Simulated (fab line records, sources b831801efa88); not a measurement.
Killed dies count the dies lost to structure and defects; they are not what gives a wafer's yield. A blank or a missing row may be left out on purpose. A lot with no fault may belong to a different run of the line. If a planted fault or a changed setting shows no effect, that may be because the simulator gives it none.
Chamber matching :: flow sky130 :: SKY_CONTACT_HDPCVD_02 on hdpcvd-02: 3 sister chambers
The step deposits SiO2, target thk 565 nm, time 94.2 s. 16 wafers are shown with their chamber, then 8 later ones without.

WAFERS, EACH WITH ITS CHAMBER
wafer: L138.2
chamber: 0
sih4-flow-sccm (sccm): 59.95

wafer: L138.4
chamber: 2
sih4-flow-sccm (sccm): 60.14

wafer: L138.5
chamber: 1
sih4-flow-sccm (sccm): 60.26

wafer: L139.3
chamber: 2
sih4-flow-sccm (sccm): 60.04

wafer: L139.5
chamber: 0
sih4-flow-sccm (sccm): 60.04

wafer: L139.6
chamber: 1
sih4-flow-sccm (sccm): 59.98

wafer: L151.2
chamber: 2
sih4-flow-sccm (sccm): 59.83

wafer: L151.4
chamber: 1
sih4-flow-sccm (sccm): 59.77

wafer: L151.5
chamber: 0
sih4-flow-sccm (sccm): 59.94

wafer: L154.4
chamber: 0
sih4-flow-sccm (sccm): 60.08

wafer: L154.5
chamber: 2
sih4-flow-sccm (sccm): 59.86

wafer: L154.6
chamber: 1
sih4-flow-sccm (sccm): 59.81

wafer: L157.1
chamber: 0
sih4-flow-sccm (sccm): 60.02

wafer: L157.3
chamber: 2
sih4-flow-sccm (sccm): 60.11

wafer: L157.4
chamber: 1
sih4-flow-sccm (sccm): 59.80

wafer: L158.3
chamber: 0
sih4-flow-sccm (sccm): 60.07

SIGNATURES (averages over the wafers above)
reading: sih4-flow-sccm
chamber 0: 60.0167
chamber 1: 59.9240
chamber 2: 59.9960
scatter within a chamber: 0.143
Rule: distance of a wafer from a chamber = root of the sum over the readings of ((wafer's reading minus chamber's mean) / reading's scatter) squared. If the next closest chamber is less than 2 further off than the closest, the wafer can't be placed; otherwise it belongs to the closest. How the scatter is found: for the shown wafers, subtract from each reading the mean of its chamber, square and add these, divide the total by (wafers less chambers), then take the root.

WAFERS MISSING THEIR CHAMBER
wafer: L158.5
sih4-flow-sccm (sccm): 59.95

wafer: L158.6
sih4-flow-sccm (sccm): 60.04

wafer: L159.1
sih4-flow-sccm (sccm): 60.13

wafer: L159.4
sih4-flow-sccm (sccm): 60.02

wafer: L159.5
sih4-flow-sccm (sccm): 59.70

wafer: L161.2
sih4-flow-sccm (sccm): 60.23

wafer: L161.5
sih4-flow-sccm (sccm): 59.91

wafer: L161.6
sih4-flow-sccm (sccm): 60.23

EACH ONE'S CHAMBER
wafer: L158.5
from the rows above: can't be placed: 1 or 2 or 0
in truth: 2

wafer: L158.6
from the rows above: can't be placed: 0 or 2 or 1
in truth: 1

wafer: L159.1
from the rows above: can't be placed: 0 or 2 or 1
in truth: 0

wafer: L159.4
from the rows above: can't be placed: 0 or 2 or 1
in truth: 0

wafer: L159.5
from the rows above: can't be placed: 1 or 2 or 0
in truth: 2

wafer: L161.2
from the rows above: can't be placed: 0 or 2 or 1
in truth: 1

wafer: L161.5
from the rows above: can't be placed: 1 or 2 or 0
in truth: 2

wafer: L161.6
from the rows above: can't be placed: 0 or 2 or 1
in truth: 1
Correctly placed: 0 of 8. From these rows, 8 cannot be placed; in 8 the true chamber is one of the candidates. Placed wrongly: 0.
